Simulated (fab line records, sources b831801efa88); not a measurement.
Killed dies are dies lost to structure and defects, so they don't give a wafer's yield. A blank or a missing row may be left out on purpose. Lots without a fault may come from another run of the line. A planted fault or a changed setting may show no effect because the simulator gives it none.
Tool commonality check | flow sfq_line | 10 lots, 30 wafers sampled

WHY IT WAS OPENED
At SFQ_JJ_OVL_MEAS_931 the reading J5_OVL is flagged on 4 of 10 lots. Wafers without a fault read -1 nm, standard deviation 4.2.
Rule: a lot is flagged when every wafer of it that has a number lies more than 4 standard deviations from that mean, or none has a number. The other lots count as sound.

lot  | measured     | on         | J5_OVL (nm), wafer by wafer | flag
L121 | day 43 05:32 | overlay-02 | -7 -9 -4                    |
L122 | day 43 06:43 | overlay-02 | 3 3 2                       |
L123 | day 47 02:29 | overlay-01 | 194 186 189                 | FLAGGED
L124 | day 47 03:41 | overlay-01 | 193 193 190                 | FLAGGED
L125 | day 47 04:54 | overlay-01 | 192 196 185                 | FLAGGED
L126 | day 47 06:06 | overlay-01 | 195 197 194                 | FLAGGED
L128 | day 51 23:40 | overlay-02 | 5 1 0                       |
L130 | day 53 09:01 | overlay-02 | -4 -5 -8                    |
L143 | day 58 16:50 | overlay-01 | 0 4 2                       |
L144 | day 58 18:02 | overlay-01 | -1 1 -6                     |
The numbers of the flagged lots are 192 nm on average: +193 nm against the usual, or +46 standard deviations.

WHICH TOOL RAN EACH LOT
The record holds 1 process step before the reading, out of a route of 325 steps. In each cell: the tool, then ch and the chambers that the sampled wafers went through, then the start.
lot  | flag    | SFQ_TRILAYER_JJ_CE_LITHO_EXPOSE_115
L121 |         | krf_scanner-01 ch 0, day 43 04:37
L122 |         | krf_scanner-01 ch 0, day 43 05:13
L123 | FLAGGED | krf_scanner-01 ch 0, day 47 00:59
L124 | FLAGGED | krf_scanner-01 ch 0, day 47 02:11
L125 | FLAGGED | krf_scanner-01 ch 0, day 47 03:47
L126 | FLAGGED | krf_scanner-01 ch 0, day 47 04:59
L128 |         | krf_scanner-02 ch 0, day 51 22:10
L130 |         | krf_scanner-02 ch 0, day 53 07:31
L143 |         | krf_scanner-02 ch 0, day 58 15:32
L144 |         | krf_scanner-02 ch 0, day 58 16:32
What these steps do:
- SFQ_TRILAYER_JJ_CE_LITHO_EXPOSE_115: exposes mask J5, target cd 700 nm.
- SFQ_JJ_OVL_MEAS_931

FLAGGED OVER TOTAL, TOOL BY TOOL (the gauges that took the reading come last)
step                                | tool           | lots run | flagged | share of the flagged lots | sound lots run after its first flagged lot
SFQ_TRILAYER_JJ_CE_LITHO_EXPOSE_115 | krf_scanner-01 | 6        | 4       | all                       | 0
SFQ_TRILAYER_JJ_CE_LITHO_EXPOSE_115 | krf_scanner-02 | 4        | 0       | none                      | -
SFQ_JJ_OVL_MEAS_931                 | overlay-01     | 6        | 4       | all                       | 2 (L143,L144)
SFQ_JJ_OVL_MEAS_931                 | overlay-02     | 4        | 0       | none                      | -

WHAT THE TABLE ALLOWS
2 rows of the table ran every flagged lot: krf_scanner-01 at SFQ_TRILAYER_JJ_CE_LITHO_EXPOSE_115, overlay-01 at SFQ_JJ_OVL_MEAS_931.
- krf_scanner-01 at SFQ_TRILAYER_JJ_CE_LITHO_EXPOSE_115: 4 of its 6 lots flagged. Its last sound lot is L122 (day 43 05:13), its first flagged lot L123 (day 47 00:59): a fault that began between those two fits.
- overlay-01 at SFQ_JJ_OVL_MEAS_931: 4 of its 6 lots flagged. Sound lots ran on it after the first flagged one (L143, L144), which a lasting fault on the whole tool wouldn't allow.
One tool is left: krf_scanner-01 at SFQ_TRILAYER_JJ_CE_LITHO_EXPOSE_115.

WHAT THE SIMULATOR HAD PUT IN
Scanner matching overlay: krf_scanner-01, from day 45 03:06 on, at SFQ_TRILAYER_JJ_CE_LITHO_EXPOSE_115. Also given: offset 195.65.
Lots struck among those shown: L123, L124, L125, L126. The rule above found the same.
